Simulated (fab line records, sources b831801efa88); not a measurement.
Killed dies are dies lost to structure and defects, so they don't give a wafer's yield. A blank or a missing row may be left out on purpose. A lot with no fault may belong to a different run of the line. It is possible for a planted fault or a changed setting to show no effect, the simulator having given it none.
Which of the tools did it?    flow gf180mcu    Sampling: 13 lots, 39 wafers, 4 of 602 route steps

## WHAT THE GAUGES READ, wafer by wafer
GF_SALICIDE_RS_MEAS_04: uses a four-point probe to measure. Usual: for SALICIDE_TIN_RS the level is 16.32 ohm/sq and the standard deviation is 0.29.
lot   measured      on             SALICIDE_TIN_RS (ohm/sq)  flag
L730  day 14 17:55  film_metro-04  16.09 16.16 16.49         
L731  day 15 02:55  film_metro-01  16.76 16.55 16.73         
L733  day 15 22:35  film_metro-01  16.48 16.62 16.84         
L734  day 16 10:16  film_metro-04  16.45 16.10 16.49         
L736  day 17 03:37  film_metro-02  16.06 15.90 15.90         
L738  day 17 18:59  film_metro-01  16.13 16.57 16.42         
L740  day 19 12:32  film_metro-04  16.48 16.44 16.41         
L741  day 19 23:43  film_metro-02  16.54 16.32 16.58         
L742  day 20 04:48  film_metro-01  12.64 12.60 12.57         OFF
L747  day 21 12:02  film_metro-04  12.70 12.59 12.56         OFF
L746  day 21 13:31  film_metro-01  16.43 16.50 16.66         
L750  day 22 01:11  film_metro-01  16.75 16.46 16.14         
L751  day 22 16:11  film_metro-04  16.56 16.28 16.17         

GF_V1_THK_MEAS_01. Usual: for V1_CVD_00_THK the level is 616 nm and the standard deviation is 7.
lot   measured      on             V1_CVD_00_THK (nm)  flag
L730  day 16 16:47  film_metro-03  623 615 615         
L731  day 17 02:58  film_metro-03  616 623 607         
L733  day 17 23:12  film_metro-02  623 618 619         
L734  day 18 11:25  film_metro-01  616 615 614         
L736  day 19 05:06  film_metro-01  622 615 614         
L738  day 19 22:55  film_metro-03  617 613 621         
L740  day 21 16:05  film_metro-02  626 629 627         
L741  day 22 02:04  film_metro-01  612 623 612         
L742  day 22 07:22  film_metro-01  607 609 609         
L747  day 23 12:56  film_metro-02  620 622 617         
L746  day 23 14:43  film_metro-02  616 626 623         
L750  day 24 02:39  film_metro-02  615 609 604         
L751  day 24 17:01  film_metro-01  607 610 614         

## WHICH TOOL RAN EACH LOT (tool, then ch and the chambers of the sampled wafers, then the start)
lot   GF_VT_IMPLANT_STRIP_20                GF_SALICIDE_SPUTTER_02
L730  plasma_asher-01 ch 0,1, day 6 01:36   pvd_sputter-03, day 14 17:50
L731  plasma_asher-02 ch 0,1, day 6 09:16   pvd_sputter-01, day 15 02:52
L733  plasma_asher-01 ch 0,1, day 6 20:01   pvd_sputter-03, day 15 22:32
L734  plasma_asher-01 ch 0,1, day 7 03:45   pvd_sputter-03, day 16 10:13
L736  plasma_asher-02 ch 0,1, day 7 15:04   pvd_sputter-02, day 17 03:34
L738  plasma_asher-01 ch 0,1, day 8 04:40   pvd_sputter-03, day 17 18:55
L740  plasma_asher-03 ch 0,1, day 9 09:39   pvd_sputter-02, day 19 12:29
L741  plasma_asher-01 ch 0,1, day 9 19:49   pvd_sputter-02, day 19 23:40
L742  plasma_asher-02 ch 0,1, day 9 22:49   pvd_sputter-02, day 20 04:44
L747  plasma_asher-02 ch 0,1, day 10 21:07  pvd_sputter-02, day 21 11:58
L746  plasma_asher-03 ch 0,1, day 10 21:25  pvd_sputter-03, day 21 13:28
L750  plasma_asher-01 ch 0,1, day 11 11:43  pvd_sputter-01, day 22 01:08
L751  plasma_asher-01 ch 0,1, day 11 21:52  pvd_sputter-01, day 22 16:08
- GF_VT_IMPLANT_STRIP_20: strips in O2/N2.
- GF_SALICIDE_SPUTTER_02: material Co, target thk 10 nm, time 20 s.

## WHAT THE TOOLS THEMSELVES READ (means of the sampled wafers that have a number; where no wafer has one, the mark that the record gives instead)
GF_VT_IMPLANT_STRIP_20. Usual: drypump_motor_current_A 5.7 A, standard deviation 0.36; heater_power_w 333 W, standard deviation 27; oes_product_au 0.716 a.u., standard deviation 0.0047; strip_time_to_endpoint_s 12.628 s, standard deviation 0.03.
lot   tool             drypump_motor_current_A (A)  heater_power_w (W)  oes_product_au (a.u.)  strip_time_to_endpoint_s (s)  flag
L730  plasma_asher-01  5.5                          329                 0.718                  12.581                        
L731  plasma_asher-02  5.6                          340                 0.713                  12.613                        
L733  plasma_asher-01  5.4                          334                 0.715                  12.654                        
L734  plasma_asher-01  5.5                          333                 0.713                  12.676                        
L736  plasma_asher-02  5.7                          337                 0.719                  12.616                        
L738  plasma_asher-01  5.5                          354                 0.712                  12.634                        
L740  plasma_asher-03  5.9                          296                 0.716                  12.637                        
L741  plasma_asher-01  5.5                          349                 0.717                  12.654                        
L742  plasma_asher-02  5.6                          339                 0.710                  12.599                        
L747  plasma_asher-02  5.6                          343                 0.717                  12.599                        
L746  plasma_asher-03  6.2                          302                 0.718                  12.652                        
L750  plasma_asher-01  5.5                          334                 0.716                  12.595                        
L751  plasma_asher-01  5.5                          361                 0.714                  12.608                        

GF_SALICIDE_SPUTTER_02. Usual: 29.6 % for throttle_valve_pct, sd 0.94.
lot   tool            throttle_valve_pct (%)  flag
L730  pvd_sputter-03  29.8                    
L731  pvd_sputter-01  30.2                    
L733  pvd_sputter-03  29.6                    
L734  pvd_sputter-03  29.1                    
L736  pvd_sputter-02  29.1                    
L738  pvd_sputter-03  29.5                    
L740  pvd_sputter-02  29.8                    
L741  pvd_sputter-02  29.3                    
L742  pvd_sputter-02  29.0                    
L747  pvd_sputter-02  30.2                    
L746  pvd_sputter-03  29.7                    
L750  pvd_sputter-01  30.1                    
L751  pvd_sputter-01  30.0                    

## THE ANSWER, worked out from the rows above alone
Rule: a lot is off if the mean of its wafers that have a number lies more than 3 standard deviations from the usual mean. Also off: a lot with no number at a reading for which 4 or more lots have one. The other lots that the step has rows for count as sound. The gauges are gone through in route order, then the tools' own readings, and for those a lot's mean is taken as printed above. At the first step where some lot is off, the reading lying furthest off is the one used; lots without a number count as furthest.
Off: at GF_SALICIDE_RS_MEAS_04 (SALICIDE_TIN_RS), L742, L747.
A tool fits if, at a process step before that reading, it ran every lot that is off, and no sound lot after the first of them. The gauges at GF_SALICIDE_RS_MEAS_04 are tried like those tools. This does not decide it: 2 tools fit, namely plasma_asher-02 at GF_VT_IMPLANT_STRIP_20 and pvd_sputter-02 at GF_SALICIDE_SPUTTER_02.

## WHAT THE SIMULATOR HAD INSERTED
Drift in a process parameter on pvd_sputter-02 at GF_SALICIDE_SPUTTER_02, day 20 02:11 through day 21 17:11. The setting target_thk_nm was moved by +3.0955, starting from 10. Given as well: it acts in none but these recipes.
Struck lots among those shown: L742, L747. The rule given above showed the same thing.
